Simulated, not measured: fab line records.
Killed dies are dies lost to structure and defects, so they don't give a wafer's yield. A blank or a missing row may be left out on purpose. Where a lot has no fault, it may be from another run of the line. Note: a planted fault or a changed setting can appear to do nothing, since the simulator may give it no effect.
The same fault as seen by 2 desks | flow gf180mcu | what lay behind the numbers comes last; until then each desk has only its own

== THE TOOL OWNER'S DESK: pvd_sputter-01 ==
The tool's own readings at GF_SALICIDE_SPUTTER_02 (material Co, target thk 10 nm, time 20 s): means of the sampled wafers that have a number, for each lot that ran on this tool. A lot is out of limits, marked OUT, if its mean lies more than 4 standard deviations from the usual mean; the brackets give that distance.
Columns: A = throttle_valve_pct at GF_SALICIDE_SPUTTER_02, usual 30.5 %
lot  | first seen here | A
L289 | day 16 19:54    | 30.8
L299 | day 20 16:19    | 30.9
L300 | day 20 19:23    | 30.5
L301 | day 21 06:28    | 30.6
Result from this desk: across the 4 lots, nothing is out of limits.

== THE METROLOGY DESK ==
Lot by lot, what the gauges showed, no matter which tool ran the lot: averages of those sampled wafers that carry a number. A lot is out of limits, marked OUT, if its mean lies more than 4 standard deviations from the usual mean; the brackets give that distance.
Columns: A = cd_nm at GF_SAB_CD_MEAS_09, usual 419.4 nm; B = SAB_OVL at GF_SAB_OVL_MEAS_10, usual -1.4 nm
lot  | first seen here | A     | B
L289 | day 16 19:16    | 422.3 | -1.5
L294 | day 18 18:44    | 417.5 | 0.1
L299 | day 20 15:50    | 416.8 | -1.1
L300 | day 20 18:53    | 419.8 | -0.9
L301 | day 21 05:59    | 421.2 | -0.8
L302 | day 21 23:43    | 421.0 | -1.6
L303 | day 22 05:34    | 418.6 | -4.2
Result from this desk: across the 7 lots, nothing is out of limits.

== TAKEN TOGETHER ==
Nothing out of limits was seen by the tool owner's desk.
From the metrology desk's view, nothing was out of limits.

== WHAT THE SIMULATOR HAD INSERTED ==
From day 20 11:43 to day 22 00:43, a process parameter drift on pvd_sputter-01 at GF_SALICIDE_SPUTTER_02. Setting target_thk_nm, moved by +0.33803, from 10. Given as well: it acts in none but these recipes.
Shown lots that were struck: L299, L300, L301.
